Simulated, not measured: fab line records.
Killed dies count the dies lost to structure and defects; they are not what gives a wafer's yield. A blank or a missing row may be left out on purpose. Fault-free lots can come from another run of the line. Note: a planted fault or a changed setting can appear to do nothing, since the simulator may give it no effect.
A struck lot beside a sound one    flow sfqLine    20 out of 325 route steps
Sound: these wafers, L209.2, L209.3, L209.6. The struck wafers were L203.2, L203.3, L203.5. At the end, the cause is stated.
Per side, at each step with rows, come the tool, then ch with its chambers, and then its first start. Under that, the readings that differ: sound wafers    struck wafers    difference of the means    sigmas: that difference in standard deviations of wafers without a fault.
alike: words and numbers the same on both sides, and readings whose means are apart by under 2 such deviations; not compared: readings that were withheld, readings missing a value for some wafer, numbers with overlapping values and no deviation given by the record, and bounds like >300 which may hide the same value.
Wherever a step has rows on one side only, a row that says differs or no value, or a row with sigmas, the two part there. Numbers that have no deviation but don't overlap get no sigmas and don't part them. A reading that every wafer of one side lacks parts them only if that side has two wafers or more.

first, 2 steps without rows for these wafers: SFQ_TRILAYER_I0_VIA_LITHO_PEB_034 (peb time 60 s); SFQ_TRILAYER_I0_VIA_LITHO_DEVELOP_033 (time 60 s).
SFQ_I0_OVL_MEAS_908:
  struck on overlay-02, day 22 07:56; sound on overlay-02, day 23 17:32
reading      sound     struck   difference  sigmas
I0_OVL (nm)  12 10 10  -6 -4 0  -14         -3
SFQ_TRILAYER_I0_VIA_BARC_OPEN_VIA_ETCH_046: etches BARC in O2, target depth 125 nm, time 41.7 s.
  sound on rieDiel-04 ch 0,1,3, day 23 17:34; struck on rieDiel-01 ch 0,2,3, day 22 07:58
  alike: drypumpMotorCurrentA, oesProductAu
  not compared: rfHoursCounterH
SFQ_TRILAYER_I0_VIA_ETCH_VIA_ETCH_034: etches SiO2 in CHF3, stops on Nb, target depth 260 nm.
  sound on rieDiel-04 ch 0,1,3, day 23 17:36; struck on rieDiel-01 ch 0,2,3, day 22 08:00
  alike: drypumpMotorCurrentA, oesProductAu
then, 3 steps without rows for these wafers: SFQ_TRILAYER_I0_VIA_STRIP_STRIP_035 (strips in O2); SFQ_TRILAYER_I0_VIA_STRIP_SOLV_CLEAN_036 (cleans in NMP, time 600 s); SFQ_TRILAYER_M1_DEP_PRE_CLEAN_038 (time 22.5 s).
SFQ_TRILAYER_M1_DEP_SPUTTER_037: material Nb, target thk 200 nm, time 133.3 s.
  struck on pvdSputter-04, day 22 08:55; sound on pvdSputter-06, day 23 18:31
  alike: chamberPressurePa, resputterCathodeVoltageV, throttleValvePct
SFQ_M1_RS_MEAS_909: uses a four-point probe to measure.
  struck on filmMetro-03, day 22 09:02; sound on filmMetro-03, day 23 18:38
  alike: M1_NB_RS
then, 1 step without rows for these wafers: SFQ_TRILAYER_M1_LITHO_COAT_044 (resist thk 61.27 nm).
SFQ_TRILAYER_M1_LITHO_COAT_039: resist thk 600 nm.
  sound on lithoTrack-03 ch 0, day 23 19:08; struck on lithoTrack-04 ch 0, day 22 09:32
reading                                             sound                 struck                difference  sigmas
spinSpeedRpm (rpm)                                  2997.6 2999.6 3002.5  2665.9 2666.4 2667.3  -333.4      -99 or more
model.KrF_of_TRILAYER_M1_LITHO_COAT_039.thkNm (nm)  600.2 601.3 598       635.2 635.3 637.7     +36.2       
then, 4 steps without rows for these wafers: SFQ_TRILAYER_M1_LITHO_SOFTBAKE_043; SFQ_TRILAYER_M1_LITHO_EXPOSE_040 (exposes mask M1, target cd 500 nm); SFQ_TRILAYER_M1_LITHO_PEB_042 (peb time 60 s); SFQ_TRILAYER_M1_LITHO_DEVELOP_041 (time 60 s).
-- the record jumps here: 7 days lie between the struck wafers' starts before and after --
SFQ_M1_OVL_MEAS_911:
  struck on overlay-02, day 28 23:17; sound on overlay-01, day 30 07:49
  alike: M1_OVL
SFQ_TRILAYER_M1_BARC_OPEN_METAL_ETCH_054: etches BARC in O2, target depth 125 nm, time 41.7 s.
  sound on rieMetal-01 ch 0,1, day 30 07:50; struck on rieMetal-04 ch 0,1, day 28 23:19
  alike: drypumpMotorCurrentA, oesProductAu
  not compared: rfHoursCounterH
SFQ_TRILAYER_M1_ETCH_METAL_ETCH_042: etches Nb in Cl2/Ar, stops on SiO2, target depth 240 nm, time 120 s.
  sound on rieMetal-01 ch 0,1, day 30 07:54; struck on rieMetal-04 ch 0,1, day 28 23:23
reading                                             sound              struck           difference  sigmas
model.KrF_of_TRILAYER_M1_LITHO_COAT_039.thkNm (nm)  379.8 381.3 377.5  418.3 419 421.3  +40.0       
  alike: drypumpMotorCurrentA, oesProductAu
  not compared: rfHoursCounterH
SFQ_TRILAYER_M1_STRIP_STRIP_043: strips in O2.
  sound on rieMetal-01 ch 0,1, day 30 08:02; struck on rieMetal-04 ch 0,1, day 28 23:30
  alike: drypumpMotorCurrentA, oesProductAu
  not compared: rfHoursCounterH

WHERE THEY PART
At SFQ_I0_OVL_MEAS_908 first; at SFQ_TRILAYER_M1_LITHO_COAT_039 last (within this record only). Later steps at which nothing parts them and some readings are alike: SFQ_M1_OVL_MEAS_911, SFQ_TRILAYER_M1_BARC_OPEN_METAL_ETCH_054, SFQ_TRILAYER_M1_ETCH_METAL_ETCH_042, SFQ_TRILAYER_M1_STRIP_STRIP_043.

WHY: the cause the simulator had injected
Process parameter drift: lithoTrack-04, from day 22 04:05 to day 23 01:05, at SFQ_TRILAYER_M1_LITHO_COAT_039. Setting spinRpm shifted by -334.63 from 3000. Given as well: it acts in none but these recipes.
